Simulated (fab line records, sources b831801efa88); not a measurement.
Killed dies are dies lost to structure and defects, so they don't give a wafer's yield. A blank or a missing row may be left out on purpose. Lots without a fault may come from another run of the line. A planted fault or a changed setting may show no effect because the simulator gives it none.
A struck lot beside a sound one | flow sky130 | 17 steps out of a route of 708
Sound: wafers L167.1, L167.3, L167.6. Struck: wafers L179.2, L179.4, L179.6. The cause comes at the end.
At each step with rows: each side's tool, then ch and its chambers, then its first start. Under that, the readings that differ: sound wafers | struck wafers | difference of the means | sigmas: that difference in standard deviations of wafers without a fault.
alike: readings whose means differ by less than 2 such deviations, and words and numbers that are the same on both sides. not compared: withheld readings, readings that some wafer has no value for, bounds like >300 that may hide the same value, and numbers for which the record gives no deviation and whose values overlap.
The two part at a step that has a row with sigmas, a row that says differs or no value, or rows on one side only. Numbers that don't overlap but have no deviation are shown without sigmas and don't part them. A reading that every wafer of one side lacks parts them only if that side has two wafers or more.

first, 1 step without rows for these wafers: SKY_VT_ADJUST_PCH_IMPLANT_08.
SKY_VT_ADJUST_PCH_STRIP_09: strips in O2/N2.
  sound on plasma_asher-02 ch 0,1, day 11 01:38; struck on plasma_asher-03 ch 0, day 14 16:50
  alike: drypump_motor_current_A, oes_product_au, strip_time_to_endpoint_s
  not compared: rf_hours_counter_h
SKY_VT_ADJUST_PCH_TW_MEAS_10:
  sound on film_metro-02, day 11 01:44; struck on film_metro-02, day 14 16:56
  alike: VT_ADJUST_PCH_TW
then, 7 steps without rows for these wafers: SKY_SONOS_TUNNEL_DEHYDRATE_00 (time 60 s); SKY_SONOS_TUNNEL_HMDS_01 (prime time 60 s); SKY_SONOS_TUNNEL_COAT_02 (resist thk 1140 nm); SKY_SONOS_TUNNEL_SOFTBAKE_03 (time 60 s); SKY_SONOS_TUNNEL_EXPOSE_04 (exposes mask TUNM, target cd 410 nm); SKY_SONOS_TUNNEL_PEB_05; SKY_SONOS_TUNNEL_DEVELOP_06 (develop time 60 s).
SKY_SONOS_TUNNEL_CD_MEAS_07: target cd 410 nm.
  sound on cd_sem-02, day 12 01:01; struck on cd_sem-01, day 15 20:44
  reading    | sound             | struck            | difference | sigmas
  cd_nm (nm) | 415.9 411.9 415.8 | 408.4 409.6 407.1 | -6.2       | -3
SKY_SONOS_TUNNEL_OVL_MEAS_08:
  sound on overlay-01, day 12 01:08; struck on overlay-01, day 15 20:50
  alike: SONOS_TUNNEL_OVL
SKY_SONOS_TUNNEL_IMPLANT_09:
  sound on implanter-01 ch 0, day 12 01:10; struck on implanter-01 ch 0, day 15 20:54
  alike: dose_ions_cm2
then, 2 steps without rows for these wafers: SKY_SONOS_TUNNEL_WET_ETCH_10 (etches SiO2 in dHF, target depth 14 nm, time 280 s); SKY_SONOS_TUNNEL_STRIP_11 (strips in SPM, time 600 s).
SKY_SONOS_TUNNEL_TW_MEAS_12:
  sound on film_metro-04, day 12 01:35; struck on film_metro-01, day 15 21:32
  reading         | sound             | struck            | difference | sigmas
  SONOS_TUNNEL_TW | 199.0 197.6 197.8 | 174.7 173.8 175.8 | -23.4      | -17
  not compared: hold
-- the record jumps here: 34 days lie between the struck wafers' starts before and after (it left off in module SONOS_TUNNEL and takes up again in module PAD_OPEN, whose first step shown is number 708 of the route) --
SKY_PAD_OPEN_PROBE_99:
  sound on prober-01, day 47 06:00; struck on prober-01, day 50 01:43
  reading                                         | sound                   | struck                  | difference | sigmas
  model.etest.tip_sonos.rs_ohm_sq_range           | 51.37 26.32 54.5        | 92.74 99 77.4           | +45.65     |
  model.etest.sonos_uncharged.r_on_ohm_um         | 821.7 800.8 825.8       | 761.2 775.3 765.8       | -48.7      |
  model.etest.tip_sonos.rs_ohm_sq_rim_less_centre | 1.793 10.09 19.63       | 44.48 50.96 36.1        | +33.34     |
  model.etest.sonos_programmed.off_log10_a_um     | -13.95 -13.99 -14       | -12.27 -11.5 -11.66     | +2.17      |
  model.etest.sonos_programmed.vt_v (V)           | 1.428 1.37 1.36         | 1.225 1.059 1.122       | -0.251     |
  model.etest.sonos_uncharged.vt_v (V)            | -0.4333 -0.4409 -0.3967 | -0.5804 -0.5755 -0.5889 | -0.1580    |
  model.etest.sonos_baked.vt_v (V)                | 0.945 0.885 0.8431      | 0.7883 0.7083 0.6813    | -0.1651    |
  alike: killed_at_M0_to_M3, killed_at_M4_up, killed_at_contacts, killed_at_front_end, killed_at_other, killed_dies, killed_open, killed_short
  not compared: model.etest.sonos_erased.vt_v

WHERE THEY PART
First at SKY_SONOS_TUNNEL_CD_MEAS_07; last, within this record, at SKY_SONOS_TUNNEL_TW_MEAS_12. Later steps at which nothing parts them and some readings are alike: SKY_PAD_OPEN_PROBE_99.

WHY: what the simulator had put in
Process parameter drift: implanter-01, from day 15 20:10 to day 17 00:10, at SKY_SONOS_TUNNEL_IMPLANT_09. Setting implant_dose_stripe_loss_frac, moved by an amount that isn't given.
